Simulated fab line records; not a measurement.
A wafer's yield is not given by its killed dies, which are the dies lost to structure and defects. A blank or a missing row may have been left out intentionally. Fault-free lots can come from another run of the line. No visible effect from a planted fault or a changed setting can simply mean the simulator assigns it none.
One fault seen from 2 desks | flow gf180mcu | each desk holds nothing but its own numbers, with what lay behind them at the end

## THE METROLOGY DESK
What the gauges read, lot by lot, whatever tool the lot ran on: means of the sampled wafers that have a number. Any lot whose mean is over 4 standard deviations away from the usual mean is out of limits and marked OUT; that distance is given in the brackets.
Columns: A = cdNm at GF_SAB_CD_MEAS_09, usual 420.3 nm; B = SALICIDE_TIN_RS at GF_SALICIDE_RS_MEAS_04, usual 16.4 ohm/sq; C = CONTACT_OVL at GF_CONTACT_OVL_MEAS_15, usual 2 nm
lot  | first seen here | A     | B               | C
L350 | day 14 14:23    | 418.7 | 16.1            | 10
L351 | day 15 19:37    | 420.1 | 16.7            | 10
L352 | day 16 10:32    | 423.3 | 16.8            | 8
L353 | day 16 12:50    | 423.1 | 16.2            | -10
L358 | day 18 10:28    | 420.8 | 19.1 (+7.9) OUT | 0
L361 | day 19 16:31    | 418.4 | 19.9 (+10) OUT  | -0
L364 | day 20 17:50    | 421.4 | 15.8            | 2
L365 | day 21 01:16    | 420.8 | 16.2            | 12
L366 | day 21 03:17    | 421.0 | 16.4            | 1
L368 | day 21 22:59    | 420.1 | 16.6            | -4
L369 | day 22 01:50    | 419.4 | 16.8            | 8
L370 | day 22 10:22    | 419.3 | 16.5            | 2
L372 | day 22 23:15    | 421.5 | 16.6            | -1
L373 | day 23 05:23    | 415.0 | 16.5            | -2
This desk finds L358, L361 out of limits, with the earliest case on L358 at day 18 11:01 (SALICIDE_TIN_RS at GF_SALICIDE_RS_MEAS_04). Within limits: L350, L351, L352, L353, L364, L365, L366, L368, L369, L370, L372, L373.

## TOOL OWNER'S DESK, pvdSputter-04
The tool's own readings at GF_SALICIDE_SPUTTER_02 (material Co, target thk 10 nm, time 20 s): means of the sampled wafers that have a number, for each lot that ran on this tool. Any lot whose mean is over 4 standard deviations away from the usual mean is out of limits and marked OUT; that distance is given in the brackets.
Columns: A = throttleValvePct at GF_SALICIDE_SPUTTER_02, usual 29.7 %
lot  | first seen here | A
L351 | day 15 20:06    | 29.7
L352 | day 16 11:03    | 30.3
L358 | day 18 10:56    | 29.3
L361 | day 19 17:02    | 30.3
L369 | day 22 02:20    | 30.5
This desk found nothing out of limits on any of the 5 lots.

## ALL TOGETHER
An alarm was possible from the metrology desk at day 18 11:01, on L358, L361.
Nothing out of limits was seen by the tool owner's desk.
The tool owner's desk has L358, L361 on record, within its limits.
Every lot named ran GF_SALICIDE_SPUTTER_02 on pvdSputter-04.

## WHAT THE SIMULATOR PUT IN
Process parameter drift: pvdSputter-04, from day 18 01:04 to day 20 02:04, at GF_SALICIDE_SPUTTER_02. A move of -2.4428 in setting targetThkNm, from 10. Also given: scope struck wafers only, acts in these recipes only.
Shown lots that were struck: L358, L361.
Time in hours between the start of the fault and the first out-of-limits reading at each desk: metrology desk, 10.
